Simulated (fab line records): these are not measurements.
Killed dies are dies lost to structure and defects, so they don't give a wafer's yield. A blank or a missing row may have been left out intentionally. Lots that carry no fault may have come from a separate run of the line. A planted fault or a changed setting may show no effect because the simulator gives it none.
Which tool is to blame? :: flow sky130 :: 14 lots, 42 wafers sampled, at 2 steps of a route of 708

== WHAT THE GAUGES SHOWED, per wafer ==
The record lacks any reading of a measuring or inspecting step that a usual standard deviation could be used to judge.

== WHAT TOOL EACH LOT RAN ON (gives the tool, then ch and the chambers of the sampled wafers, and finally the start) ==
lot: L127
SKY_METAL5_METAL_ETCH_15: rie_metal-03 ch 0,1, day 43 21:52
SKY_PAD_OPEN_PROBE_99: -

lot: L128
SKY_METAL5_METAL_ETCH_15: rie_metal-03 ch 0,1, day 44 05:49
SKY_PAD_OPEN_PROBE_99: -

lot: L129
SKY_METAL5_METAL_ETCH_15: rie_metal-03 ch 0,1, day 44 13:31
SKY_PAD_OPEN_PROBE_99: -

lot: L133
SKY_METAL5_METAL_ETCH_15: rie_metal-04 ch 0,1, day 45 14:24
SKY_PAD_OPEN_PROBE_99: -

lot: L132
SKY_METAL5_METAL_ETCH_15: rie_metal-03 ch 0,1, day 45 15:43
SKY_PAD_OPEN_PROBE_99: -

lot: L134
SKY_METAL5_METAL_ETCH_15: rie_metal-03 ch 0,1, day 45 21:46
SKY_PAD_OPEN_PROBE_99: -

lot: L136
SKY_METAL5_METAL_ETCH_15: rie_metal-01 ch 0, day 46 08:37
SKY_PAD_OPEN_PROBE_99: -

lot: L135
SKY_METAL5_METAL_ETCH_15: rie_metal-03 ch 0,1, day 46 13:14
SKY_PAD_OPEN_PROBE_99: prober-01, day 48 08:28

lot: L137
SKY_METAL5_METAL_ETCH_15: rie_metal-01 ch 0,1, day 46 16:25
SKY_PAD_OPEN_PROBE_99: prober-02, day 48 12:10

lot: L138
SKY_METAL5_METAL_ETCH_15: rie_metal-01 ch 1, day 47 01:09
SKY_PAD_OPEN_PROBE_99: prober-01, day 48 19:38

lot: L139
SKY_METAL5_METAL_ETCH_15: rie_metal-03 ch 0,1, day 47 01:25
SKY_PAD_OPEN_PROBE_99: -

lot: L140
SKY_METAL5_METAL_ETCH_15: rie_metal-01 ch 1, day 47 04:19
SKY_PAD_OPEN_PROBE_99: prober-01, day 48 22:27

lot: L141
SKY_METAL5_METAL_ETCH_15: rie_metal-01 ch 1, day 47 16:50
SKY_PAD_OPEN_PROBE_99: prober-02, day 49 08:16

lot: L148
SKY_METAL5_METAL_ETCH_15: rie_metal-04 ch 0,1, day 49 07:08
SKY_PAD_OPEN_PROBE_99: -
- SKY_METAL5_METAL_ETCH_15: etches the open film in Cl2/BCl3, stops on SiO2, target depth 1260 nm, time 252 s.
- SKY_PAD_OPEN_PROBE_99

== AS READ BY THE TOOLS THEMSELVES (means over the sampled wafers that have a number; for cases with no such wafer, the mark the record gives instead) ==
SKY_METAL5_METAL_ETCH_15. Usual: drypump_motor_current_A 5.4 A, standard deviation 0.37; oes_product_au 0.894 a.u., standard deviation 0.0053; throttle_valve_pct 22.263 %, standard deviation 0.0089.
lot: L127
tool: rie_metal-03
drypump_motor_current_A (A): 5.4
oes_product_au (a.u.): 0.894
throttle_valve_pct (%): 22.260
flag: 

lot: L128
tool: rie_metal-03
drypump_motor_current_A (A): 5.1
oes_product_au (a.u.): 0.899
throttle_valve_pct (%): 22.262
flag: 

lot: L129
tool: rie_metal-03
drypump_motor_current_A (A): 5.4
oes_product_au (a.u.): 0.889
throttle_valve_pct (%): 22.269
flag: 

lot: L133
tool: rie_metal-04
drypump_motor_current_A (A): 5.6
oes_product_au (a.u.): 0.892
throttle_valve_pct (%): 22.255
flag: 

lot: L132
tool: rie_metal-03
drypump_motor_current_A (A): 5.4
oes_product_au (a.u.): 0.895
throttle_valve_pct (%): 22.261
flag: 

lot: L134
tool: rie_metal-03
drypump_motor_current_A (A): 5.4
oes_product_au (a.u.): 0.896
throttle_valve_pct (%): 22.268
flag: 

lot: L136
tool: rie_metal-01
drypump_motor_current_A (A): 5.1
oes_product_au (a.u.): 0.896
throttle_valve_pct (%): 22.264
flag: 

lot: L135
tool: rie_metal-03
drypump_motor_current_A (A): 5.1
oes_product_au (a.u.): 0.895
throttle_valve_pct (%): 22.257
flag: 

lot: L137
tool: rie_metal-01
drypump_motor_current_A (A): 5.3
oes_product_au (a.u.): 0.891
throttle_valve_pct (%): 22.263
flag: 

lot: L138
tool: rie_metal-01
drypump_motor_current_A (A): 5.6
oes_product_au (a.u.): 0.894
throttle_valve_pct (%): 22.259
flag: 

lot: L139
tool: rie_metal-03
drypump_motor_current_A (A): 5.4
oes_product_au (a.u.): 0.885
throttle_valve_pct (%): 22.266
flag: 

lot: L140
tool: rie_metal-01
drypump_motor_current_A (A): 5.7
oes_product_au (a.u.): 0.890
throttle_valve_pct (%): 22.253
flag: 

lot: L141
tool: rie_metal-01
drypump_motor_current_A (A): 5.6
oes_product_au (a.u.): 0.898
throttle_valve_pct (%): 22.265
flag: 

lot: L148
tool: rie_metal-04
drypump_motor_current_A (A): 5.6
oes_product_au (a.u.): 0.897
throttle_valve_pct (%): 22.259
flag: 

SKY_PAD_OPEN_PROBE_99. Usual: defect_limited_yield 82.6 %, standard deviation 1.9; killed_at_M0_to_M3 42, standard deviation 7; killed_at_M4_up 3.2, standard deviation 1.6; killed_at_contacts 24, standard deviation 5.8; killed_at_front_end 16, standard deviation 4.3; killed_at_other 0.3, standard deviation 0.62; killed_dies 86, standard deviation 9.5; killed_on_rim 17, standard deviation 3.7; killed_open 46, standard deviation 6.4; killed_short 39, standard deviation 6.3; sort_bin_3_pad_short 0.9 %, standard deviation 0.43; sort_bin_5_function 10.5 %, standard deviation 1.4; sort_bin_6_memory 6.1 %, standard deviation 1.2; sort_bin_8_speed 0.00 %, standard deviation 0.017; sort_n_pass 406, standard deviation 9.5; sort_yield_pct 82.6 %, standard deviation 1.9.
lot: L135
tool: prober-01
defect_limited_yield (%): 82.9
killed_at_M0_to_M3: 40
killed_at_M4_up: 4.0
killed_at_contacts: 26
killed_at_front_end: 14
killed_at_other: 0.3
killed_dies: 84
killed_on_rim: 16
killed_open: 46
killed_short: 38
sort_bin_3_pad_short (%): 0.7
sort_bin_5_function (%): 9.6
sort_bin_6_memory (%): 6.8
sort_bin_8_speed (%): 0.00
sort_n_pass: 408
sort_yield_pct (%): 82.9
flag: 

lot: L137
tool: prober-02
defect_limited_yield (%): 82.8
killed_at_M0_to_M3: 49
killed_at_M4_up: 2.7
killed_at_contacts: 18
killed_at_front_end: 14
killed_at_other: 0.3
killed_dies: 84
killed_on_rim: 15
killed_open: 46
killed_short: 38
sort_bin_3_pad_short (%): 0.5
sort_bin_5_function (%): 11.3
sort_bin_6_memory (%): 5.4
sort_bin_8_speed (%): 0.00
sort_n_pass: 408
sort_yield_pct (%): 82.8
flag: 

lot: L138
tool: prober-01
defect_limited_yield (%): 80.9
killed_at_M0_to_M3: 50
killed_at_M4_up: 3.0
killed_at_contacts: 23
killed_at_front_end: 17
killed_at_other: 0.7
killed_dies: 94
killed_on_rim: 16
killed_open: 51
killed_short: 43
sort_bin_3_pad_short (%): 0.7
sort_bin_5_function (%): 11.8
sort_bin_6_memory (%): 6.6
sort_bin_8_speed (%): 0.00
sort_n_pass: 398
sort_yield_pct (%): 80.9
flag: 

lot: L140
tool: prober-01
defect_limited_yield (%): 74.7
killed_at_M0_to_M3: 51
killed_at_M4_up: 33.0
killed_at_contacts: 24
killed_at_front_end: 17
killed_at_other: 0.0
killed_dies: 125
killed_on_rim: 29
killed_open: 48
killed_short: 48
sort_bin_3_pad_short (%): 2.2
sort_bin_5_function (%): 14.9
sort_bin_6_memory (%): 8.1
sort_bin_8_speed (%): 0.00
sort_n_pass: 367
sort_yield_pct (%): 74.7
flag: OFF

lot: L141
tool: prober-02
defect_limited_yield (%): 76.6
killed_at_M0_to_M3: 40
killed_at_M4_up: 30.3
killed_at_contacts: 30
killed_at_front_end: 14
killed_at_other: 0.3
killed_dies: 115
killed_on_rim: 26
killed_open: 50
killed_short: 37
sort_bin_3_pad_short (%): 2.3
sort_bin_5_function (%): 14.2
sort_bin_6_memory (%): 7.0
sort_bin_8_speed (%): 0.00
sort_n_pass: 377
sort_yield_pct (%): 76.6
flag: OFF

== THE ANSWER, worked out from the rows above alone ==
Rule: take the mean of a lot's wafers that have a number; if it is more than 3 standard deviations from the usual mean, the lot is off. A lot without any number at a reading at which 4 lots or more have one is off too. Where the step has rows for the other lots, those lots are counted as sound. The gauges are gone through in route order, then the tools' own readings, and for those a lot's mean is taken as printed above. The first step at which some lot is off is used, and at that step the reading that is off furthest; a lot without a number counts as furthest.
Off, at SKY_PAD_OPEN_PROBE_99 on killed_at_M4_up: L140, L141. Neither off nor sound, because the step has no rows for them: L127, L128, L129, L133, L132, L134, L136, L139, L148.
If a tool, at that step or one of the process steps before it, ran each lot that is off and ran no sound lot following the first of them, it fits. One candidate fits, namely rie_metal-01 at SKY_METAL5_METAL_ETCH_15. Its last sound lot is L138 (day 47 01:09), its first lot that is off L140 (day 47 04:19): a fault that began between those two fits.

== WHAT HAD BEEN PUT IN BY THE SIMULATOR ==
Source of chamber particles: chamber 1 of rie_metal-01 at SKY_METAL5_METAL_ETCH_15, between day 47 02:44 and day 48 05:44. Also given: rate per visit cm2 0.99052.
Lots struck among those shown: L140, L141. The rule above reached the same finding.
